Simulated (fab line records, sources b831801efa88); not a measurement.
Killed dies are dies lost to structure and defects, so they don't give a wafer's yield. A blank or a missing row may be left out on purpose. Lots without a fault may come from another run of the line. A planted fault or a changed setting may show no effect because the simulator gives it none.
One fault seen from 2 desks | flow gf180mcu | each desk has only its own numbers; what lay behind them comes last

THE TOOL OWNER'S DESK: pvd_sputter-02
The tool's own readings at GF_V5_SPUTTER_22 (material TiN, target thk 10 nm, time 40 s): means of the sampled wafers that have a number, for each lot that ran on this tool. A lot is out of limits, marked OUT, if its mean lies more than 4 standard deviations from the usual mean; the brackets give that distance.
Columns: A = throttle_valve_pct at GF_V5_SPUTTER_22, usual 30.0 %
lot  | first seen here | A
L963 | day 27 07:36    | 31.1
L981 | day 32 11:14    | 30.6
L982 | day 32 19:48    | 30.8
This desk's finding: nothing out of limits on any of the 3 lots.

THE METROLOGY DESK
What the gauges read, lot by lot, whatever tool the lot ran on: means of the sampled wafers that have a number. A lot is out of limits, marked OUT, if its mean lies more than 4 standard deviations from the usual mean; the brackets give that distance.
Columns: A = cd_nm at GF_V5_CD_MEAS_14, usual 259.9 nm; B = V5_OVL at GF_V5_OVL_MEAS_15, usual 8 nm
lot  | first seen here | A     | B
L963 | day 27 06:43    | 259.5 | -1
L968 | day 29 01:21    | 261.4 | 9
L972 | day 30 03:35    | 257.5 | 3
L979 | day 32 00:29    | 260.2 | 9
L981 | day 32 10:22    | 259.2 | 6
L982 | day 32 18:55    | 260.5 | -2
This desk's finding: nothing out of limits on any of the 6 lots.

PUT TOGETHER
The tool owner's desk saw nothing out of limits.
The metrology desk saw nothing out of limits.

WHAT THE SIMULATOR HAD PUT IN
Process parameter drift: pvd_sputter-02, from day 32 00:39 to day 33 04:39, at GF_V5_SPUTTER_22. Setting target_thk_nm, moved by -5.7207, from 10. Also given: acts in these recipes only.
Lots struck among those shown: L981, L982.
